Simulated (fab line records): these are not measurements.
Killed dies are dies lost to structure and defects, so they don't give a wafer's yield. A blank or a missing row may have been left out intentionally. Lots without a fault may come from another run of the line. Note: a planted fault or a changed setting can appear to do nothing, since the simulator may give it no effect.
Which tool was responsible? :: flow sky130 :: 33 wafers from 11 lots sampled at 2 of the route's 708 steps

## WHAT THE GAUGES READ, wafer by wafer
SKY_CAP2M_THK_MEAS_04: measures by xrf.
lot: L165
measured: day 39 17:15
on: film-metro-03
CAP2M_TIN_THK (nm): 195.8 196.9 200.1

lot: L167
measured: day 40 03:11
on: film-metro-01
CAP2M_TIN_THK (nm): 193.4 194.8 191.9

lot: L166
measured: day 40 06:21
on: film-metro-02
CAP2M_TIN_THK (nm): 199.1 199.4 201.7

lot: L169
measured: day 40 23:53
on: film-metro-01
CAP2M_TIN_THK (nm): 195.6 193.3 194.3

lot: L173
measured: day 42 12:10
on: film-metro-01
CAP2M_TIN_THK (nm): 193.0 194.8 194.2

lot: L176
measured: day 43 10:20
on: film-metro-02
CAP2M_TIN_THK (nm): 197.0 195.9 197.1

lot: L177
measured: day 43 16:57
on: film-metro-02
CAP2M_TIN_THK (nm): 195.9 196.3 193.6

lot: L178
measured: day 44 04:10
on: film-metro-02
CAP2M_TIN_THK (nm): 198.1 199.6 197.4

lot: L186
measured: day 45 17:33
on: film-metro-01
CAP2M_TIN_THK (nm): 188.9 189.1 189.1

lot: L187
measured: day 45 23:08
on: film-metro-02
CAP2M_TIN_THK (nm): 197.0 198.9 197.6

lot: L188
measured: day 46 00:58
on: film-metro-02
CAP2M_TIN_THK (nm): 195.8 197.3 197.4

## WHICH TOOL RAN EACH LOT (tool, then ch and the chambers of the sampled wafers, then the start)
lot: L165
SKY_METAL4_SPUTTER_00: pvd-sputter-01, day 39 16:47

lot: L167
SKY_METAL4_SPUTTER_00: pvd-sputter-04, day 40 02:43

lot: L166
SKY_METAL4_SPUTTER_00: pvd-sputter-01, day 40 05:53

lot: L169
SKY_METAL4_SPUTTER_00: pvd-sputter-04, day 40 23:22

lot: L173
SKY_METAL4_SPUTTER_00: pvd-sputter-04, day 42 11:42

lot: L176
SKY_METAL4_SPUTTER_00: pvd-sputter-04, day 43 09:51

lot: L177
SKY_METAL4_SPUTTER_00: pvd-sputter-04, day 43 16:28

lot: L178
SKY_METAL4_SPUTTER_00: pvd-sputter-04, day 44 03:41

lot: L186
SKY_METAL4_SPUTTER_00: pvd-sputter-03, day 45 17:04

lot: L187
SKY_METAL4_SPUTTER_00: pvd-sputter-03, day 45 22:40

lot: L188
SKY_METAL4_SPUTTER_00: pvd-sputter-01, day 46 00:31
- SKY_METAL4_SPUTTER_00: material Ti, target thk 15 nm, time 10 s.

## THE ANSWER, worked out from the rows above alone
Rule: usual is defined by the lots themselves. The widest of any qualifying gaps counts: lots, ordered by their means at a reading, are off when they make up no more than a third of the lots, leave a main group of 4 or more, and stand apart from it by 3 or more times the standard deviation of that group's means. Not used: any main group whose means are identical at the precision the tables above print for the reading. Also off: a lot with no number at a reading for which 4 or more lots have one. Any other lot the step has rows for is counted as sound.
No lot is off at any reading shown: from this, nothing can be told.

## WHAT HAD BEEN PUT IN BY THE SIMULATOR
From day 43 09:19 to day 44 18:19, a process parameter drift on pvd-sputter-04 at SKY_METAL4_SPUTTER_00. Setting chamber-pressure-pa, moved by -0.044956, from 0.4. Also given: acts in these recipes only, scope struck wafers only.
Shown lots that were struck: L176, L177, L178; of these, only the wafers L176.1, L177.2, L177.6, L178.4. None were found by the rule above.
